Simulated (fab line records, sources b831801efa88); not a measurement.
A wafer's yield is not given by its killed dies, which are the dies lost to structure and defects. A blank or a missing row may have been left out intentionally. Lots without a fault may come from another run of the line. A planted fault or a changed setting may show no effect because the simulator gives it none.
One fault seen from 2 desks | flow sky130 | every desk sees just its own numbers, and what lay behind them comes last

THE METROLOGY DESK
Means of the sampled wafers that have a number, per lot and without regard to the tool the lot ran on: this is what the gauges read. A lot is out of limits, marked OUT, if its mean lies more than 4 standard deviations from the usual mean; the brackets give that distance.
Columns: A = cd nm at SKY_VIA2_CD_MEAS_12, usual 199.5 nm; B = VIA2_OVL at SKY_VIA2_OVL_MEAS_13, usual -4 nm
lot  | first seen here | A     | B
L559 | day 37 09:26    | 199.2 | -2
L565 | day 39 08:16    | 198.0 | -8
L567 | day 39 19:23    | 200.8 | 1
L568 | day 40 04:34    | 201.1 | -2
L570 | day 40 19:02    | 198.1 | -5
This desk's finding: nothing out of limits on any of the 5 lots.

THE TOOL OWNER'S DESK: pvd sputter-03
At SKY_VIA2_SPUTTER_20 (material TiN, target thk 20 nm, time 80 s) the tool's own readings: per lot run on this tool, the mean of the sampled wafers that have a number. A lot is out of limits, marked OUT, if its mean lies more than 4 standard deviations from the usual mean; the brackets give that distance.
Columns: A = chamber pressure pa at SKY_VIA2_SPUTTER_20, usual 5.000 Pa; B = throttle valve pct at SKY_VIA2_SPUTTER_20, usual 30.1 %
lot  | first seen here | A                | B
L559 | day 37 10:18    | 5.007            | 30.5
L565 | day 39 09:07    | 5.005            | 29.9
L567 | day 39 20:14    | 5.086 (+8.6) OUT | 30.0
This desk finds L567 out of limits, L567 being first, at day 39 20:14 (chamber pressure pa at SKY_VIA2_SPUTTER_20). Within limits: L559, L565.

BROUGHT TOGETHER
The tool owner's desk had the chance to raise an alarm at day 39 20:14 on L567.
The metrology desk saw nothing out of limits.
The metrology desk has L567 on record, within its limits.
The lots listed all ran SKY_VIA2_SPUTTER_20 on pvd sputter-03.

WHAT THE SIMULATOR PUT IN
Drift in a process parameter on pvd sputter-03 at SKY_VIA2_SPUTTER_20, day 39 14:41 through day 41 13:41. From 5, the setting chamber pressure pa moved by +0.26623. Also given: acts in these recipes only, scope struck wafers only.
Struck lots among those shown: L567.
Each desk's first reading out of limits, in hours after the fault started: the tool owner's desk, 6.
